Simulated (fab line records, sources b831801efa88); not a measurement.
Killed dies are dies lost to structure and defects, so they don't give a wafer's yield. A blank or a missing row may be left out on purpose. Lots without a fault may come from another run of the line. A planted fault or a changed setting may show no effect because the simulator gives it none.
Which tool did it? | flow sky130 | 13 lots, 39 wafers sampled, at 5 steps of a route of 708

WHAT THE GAUGES READ, wafer by wafer
SKY_FIELD_ISO_THK_MEAS_02. Usual: FIELD_ISO_OXIDATION_00_THK 11.97 nm, standard deviation 0.23.
lot  | measured    | on            | FIELD_ISO_OXIDATION_00_THK (nm) | flag
L252 | day 1 17:32 | film_metro-02 | 11.87 11.91 11.89               |
L253 | day 1 21:52 | film_metro-02 | 11.75 11.62 11.64               |
L255 | day 2 08:25 | film_metro-04 | 12.06 11.84 11.88               |
L257 | day 2 18:55 | film_metro-02 | 11.80 11.75 11.77               |
L258 | day 2 23:05 | film_metro-01 | 11.70 11.82 11.75               |
L259 | day 3 03:38 | film_metro-02 | 11.98 12.13 12.02               |
L262 | day 3 18:38 | film_metro-04 | 12.00 12.16 11.94               |
L264 | day 4 04:38 | film_metro-01 | 12.10 12.18 12.32               |
L267 | day 4 21:28 | film_metro-02 | 11.82 12.01 11.98               |
L271 | day 5 15:38 | film_metro-02 | 11.56 11.62 11.59               |
L272 | day 5 20:54 | film_metro-04 | 12.02 11.95 11.98               |
L273 | day 6 02:47 | film_metro-02 | 11.75 11.76 12.10               |
L274 | day 6 07:13 | film_metro-01 | 11.77 11.79 11.85               |

SKY_NWELL_RS_MEAS_29: measures by four-point-probe. Usual: NWELL_RS 623.8 ohm/sq, standard deviation 1.7.
lot  | measured     | on            | NWELL_RS (ohm/sq) | flag
L252 | day 5 19:02  | film_metro-01 | 623.3 624.2 623.4 |
L253 | day 5 21:32  | film_metro-02 | 626.0 623.2 625.6 |
L255 | day 6 08:50  | film_metro-01 | 624.1 623.1 622.9 |
L257 | day 6 23:05  | film_metro-03 | 622.1 622.3 622.3 |
L258 | day 7 07:01  | film_metro-03 | 623.2 624.2 625.3 |
L259 | day 7 11:02  | film_metro-01 | 621.1 620.1 618.4 |
L262 | day 8 03:44  | film_metro-01 | 620.9 621.6 621.3 |
L264 | day 8 12:47  | film_metro-01 | 629.8 629.5 629.7 | OFF
L267 | day 9 08:55  | film_metro-02 | 629.3 629.6 629.8 | OFF
L271 | day 10 05:43 | film_metro-03 | 621.4 619.9 621.0 |
L272 | day 10 11:25 | film_metro-03 | 623.7 624.9 626.1 |
L273 | day 10 19:26 | film_metro-01 | 623.7 622.5 624.5 |
L274 | day 11 05:31 | film_metro-01 | 622.1 623.6 620.7 |

SKY_GATE_OXIDE_OVL_MEAS_10. Usual: GATE_OXIDE_OVL 0.5 nm, standard deviation 1.3.
lot  | measured     | on         | GATE_OXIDE_OVL (nm) | flag
L252 | day 14 07:22 | overlay-01 | -1.7 -0.9 -0.2      |
L253 | day 14 08:20 | overlay-02 | 0.1 1.1 2.6         |
L255 | day 15 04:25 | overlay-02 | 0.4 2.8 0.8         |
L257 | day 16 14:55 | overlay-01 | 2.8 1.5 0.8         |
L258 | day 16 15:08 | overlay-02 | 0.9 0.5 -0.8        |
L259 | day 16 15:25 | overlay-01 | 0.3 -0.8 0.4        |
L262 | day 17 16:46 | overlay-01 | 0.3 1.1 0.4         |
L264 | day 18 06:10 | overlay-01 | 1.0 0.8 2.7         |
L267 | day 19 15:32 | overlay-02 | 0.1 1.0 2.6         |
L271 | day 20 16:13 | overlay-02 | -0.6 -1.7 -1.0      |
L272 | day 20 20:26 | overlay-02 | 2.8 2.2 2.1         |
L273 | day 21 11:31 | overlay-02 | -2.3 -0.1 -0.2      |
L274 | day 21 22:22 | overlay-01 | -1.8 -0.2 -0.4      |

SKY_METAL1_OVL_MEAS_16. Usual: METAL1_OVL 4 nm, standard deviation 6.3.
lot  | measured     | on         | METAL1_OVL (nm) | flag
L252 | day 33 03:41 | overlay-01 | -1 -7 5         |
L253 | day 33 07:07 | overlay-01 | 7 16 5          |
L255 | day 34 00:14 | overlay-02 | -8 -6 -7        |
L257 | day 35 09:31 | overlay-01 | 7 3 5           |
L258 | day 35 08:01 | overlay-01 | 14 -4 12        |
L259 | day 35 07:20 | overlay-01 | 14 4 12         |
L262 | day 36 08:26 | overlay-01 | 5 3 3           |
L264 | day 36 20:25 | overlay-01 | 2 3 -1          |
L267 | day 38 00:56 | overlay-02 | 12 5 4          |
L271 | day 38 20:35 | overlay-02 | 10 14 17        |
L272 | day 39 01:14 | overlay-01 | 5 -1 8          |
L273 | day 39 14:17 | overlay-02 | 10 11 16        |
L274 | day 40 18:35 | overlay-01 | -3 7 2          |

WHICH TOOL RAN EACH LOT (tool, then ch and the chambers of the sampled wafers, then the start)
lot  | SKY_NWELL_IMPLANT_11
L252 | implanter-01 ch 0, day 5 00:56
L253 | implanter-01 ch 0, day 5 02:54
L255 | implanter-01 ch 0, day 5 13:50
L257 | implanter-01 ch 0, day 6 03:41
L258 | implanter-02 ch 0, day 6 10:12
L259 | implanter-02 ch 0, day 6 14:20
L262 | implanter-03 ch 0, day 7 06:53
L264 | implanter-01 ch 0, day 7 15:49
L267 | implanter-01 ch 0, day 8 12:19
L271 | implanter-02 ch 0, day 9 07:38
L272 | implanter-03 ch 0, day 9 13:28
L273 | implanter-03 ch 0, day 9 21:17
L274 | implanter-02 ch 0, day 10 05:38
- SKY_NWELL_IMPLANT_11

WHAT THE TOOLS THEMSELVES READ (means of the sampled wafers that have a number; where no wafer has one, the mark that the record gives instead)
SKY_NWELL_IMPLANT_11. Usual: beam_energy_keV 400.00, standard deviation 0.13.
lot  | tool         | beam_energy_keV | flag
L252 | implanter-01 | 400.14          |
L253 | implanter-01 | 400.03          |
L255 | implanter-01 | 399.93          |
L257 | implanter-01 | 399.93          |
L258 | implanter-02 | 399.94          |
L259 | implanter-02 | 399.94          |
L262 | implanter-03 | 399.97          |
L264 | implanter-01 | 386.51          | OFF
L267 | implanter-01 | 386.25          | OFF
L271 | implanter-02 | 400.03          |
L272 | implanter-03 | 400.13          |
L273 | implanter-03 | 399.92          |
L274 | implanter-02 | 399.82          |

THE ANSWER, worked out from the rows above alone
Rule: a lot is off if the mean of its wafers that have a number lies more than 3 standard deviations from the usual mean. A lot without any number at a reading at which 4 lots or more have one is off too. The other lots that the step has rows for count as sound. The gauges are gone through in route order, then the tools' own readings, and for those a lot's mean is taken as printed above. The first step at which some lot is off is used, and at that step the reading that is off furthest; a lot without a number counts as furthest.
Off: L264, L267, at SKY_NWELL_RS_MEAS_29 (NWELL_RS).
A tool fits if, at a process step before that reading, it ran every lot that is off, and no sound lot after the first of them. The gauges at SKY_NWELL_RS_MEAS_29 aren't tried: what is off there is off at SKY_NWELL_IMPLANT_11 too, on other tools, and a gauge's error can't cause that. One fits: implanter-01 at SKY_NWELL_IMPLANT_11. Its last sound lot is L257 (day 6 03:41), its first lot that is off L264 (day 7 15:49): a fault that began between those two fits.
The tool's own readings at SKY_NWELL_IMPLANT_11 bear it out: on the lots that are off they differ by more than 5 times the standard deviation of the sound lots' means. beam_energy_keV reads 386.38 there against 399.98 on the sound lots.

WHAT THE SIMULATOR HAD PUT IN
Process parameter drift: implanter-01, from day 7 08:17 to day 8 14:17, at SKY_NWELL_IMPLANT_11. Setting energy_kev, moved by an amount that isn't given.
Lots struck among those shown: L264, L267. The rule above found the same.
